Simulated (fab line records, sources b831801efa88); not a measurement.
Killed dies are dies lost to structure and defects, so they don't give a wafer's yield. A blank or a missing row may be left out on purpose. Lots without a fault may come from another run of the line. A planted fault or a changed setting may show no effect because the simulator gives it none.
Chamber matching | flow gf180mcu | GF_V2_ETCH_16 on rie_diel-01: 4 sister chambers
The step etches BARC in N2/H2. 4 wafers are shown with their chamber, then 8 later ones without.

WAFERS WITH THEIR CHAMBER
wafer  | chamber | drypump_motor_current_A (A)
L075.3 | 0       | 5.5
L084.4 | 3       | 5.1
L084.6 | 2       | 5.5
L087.1 | 1       | 6.5

WAFERS WITHOUT THEIR CHAMBER
wafer  | drypump_motor_current_A (A)
L087.2 | 5.4
L087.3 | 5.1
L087.4 | 5.5
L087.5 | 5.5
L087.6 | 5.1
L093.1 | 5.1
L093.2 | 5.5
L093.6 | 5.5

WHICH CHAMBER EACH WENT THROUGH
wafer  | from the rows above     | in truth
L087.2 | can't be placed: 0 or 2 | 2
L087.3 | 3                       | 3
L087.4 | can't be placed: 0 or 2 | 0
L087.5 | can't be placed: 0 or 2 | 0
L087.6 | 3                       | 3
L093.1 | 3                       | 3
L093.2 | can't be placed: 0 or 2 | 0
L093.6 | can't be placed: 0 or 2 | 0
Placed correctly: 3 of 8. Can't be placed from these rows: 5 (the true chamber is among the candidates in 5). Placed wrongly: 0.
How it was worked out, from the rows above alone: a wafer's distance from a chamber is the root of the sum, over the readings, of the square of ((its reading less the chamber's mean) divided by the reading's scatter). The wafer belongs to the nearest chamber; if the next one is less than 2 further off, it can't be placed. A chamber's mean is the mean of its shown wafers. The scatter: with one shown wafer a chamber, the root of the mean of the squares of how far each hidden wafer lies from its nearest shown one.
